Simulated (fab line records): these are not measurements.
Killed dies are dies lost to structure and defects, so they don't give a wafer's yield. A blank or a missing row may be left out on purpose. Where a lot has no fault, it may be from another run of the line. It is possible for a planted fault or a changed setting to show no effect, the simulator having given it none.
Matching of chambers -- flow gf180mcu -- cmp-01 running GF_V3_CMP_04: 4 sister chambers
The step polishes SiO2. 4 wafers are shown with their chamber, then 8 later ones without.

## WAFERS, EACH WITH ITS CHAMBER
wafer,chamber,motor current A (A)
L420.2,2,11.1
L420.6,1,11.2
L421.6,3,12.4
L425.1,0,12.7

## WAFERS MISSING THEIR CHAMBER
wafer,motor current A (A)
L425.4,11.2
L425.6,12.6
L426.1,12.6
L426.2,12.3
L426.6,12.1
L427.4,12.4
L427.5,11.0
L427.6,11.1

## CHAMBER TAKEN BY EACH
wafer,from the rows above,in truth
L425.4,can't be placed: 1 or 2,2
L425.6,can't be placed: 0 or 3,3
L426.1,can't be placed: 0 or 3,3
L426.2,3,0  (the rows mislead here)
L426.6,3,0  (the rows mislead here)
L427.4,3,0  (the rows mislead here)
L427.5,can't be placed: 2 or 1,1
L427.6,can't be placed: 2 or 1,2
0 of 8 placed correctly. These rows do not allow placing 5 (true chamber among the candidates in 5). Placed wrongly: 3.
How it was worked out, from the rows above alone: a wafer's distance from a chamber is the root of the sum, over the readings, of the square of ((its reading less the chamber's mean) divided by the reading's scatter). If the next closest chamber is less than 2 further off than the closest, the wafer can't be placed; otherwise it belongs to the closest. The mean given for a chamber averages the wafers shown for that chamber. The scatter: root of mean squared gap, hidden wafer to nearest shown wafer, with one shown wafer a chamber.
